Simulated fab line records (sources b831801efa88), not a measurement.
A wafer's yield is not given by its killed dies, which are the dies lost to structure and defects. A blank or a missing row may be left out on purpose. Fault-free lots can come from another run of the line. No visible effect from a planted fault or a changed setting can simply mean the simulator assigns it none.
Chamber matching	flow sfq_line	SFQ_TRILAYER_L0_CAP_PECVD_011 on pecvd-01 has 3 sister chambers
The step deposits SiO2 from SiH4/N2O, time 13.333 s, target thk 60 nm. 3 wafers are shown with their chamber, then 7 later ones without.

== WAFERS WITH THEIR CHAMBER ==
wafer	chamber	throttle_valve_pct (%)
L402.1	2	26.2
L414.1	0	24.8
L414.2	1	23.1

== WAFERS WITH NO CHAMBER GIVEN ==
wafer	throttle_valve_pct (%)
L414.3	26.4
L416.1	24.3
L416.2	26.3
L416.3	23.6
L417.2	24.6
L417.5	25.0
L417.6	26.4

== CHAMBER TAKEN BY EACH ==
wafer	from the rows above	in truth
L414.3	2	2
L416.1	0	0
L416.2	2	2
L416.3	1	1
L417.2	0	0
L417.5	0	0
L417.6	2	2
7 of 7 placed correctly. From these rows, 0 cannot be placed. Number placed wrongly: 0.
How it was worked out, from the rows above alone: a wafer's distance from a chamber is the root of the sum, over the readings, of the square of ((its reading less the chamber's mean) divided by the reading's scatter). The wafer belongs to the nearest chamber; if the next one is less than 2 further off, it can't be placed. A chamber's mean is the mean of its shown wafers. The scatter: root of mean squared gap, hidden wafer to nearest shown wafer, with one shown wafer a chamber.
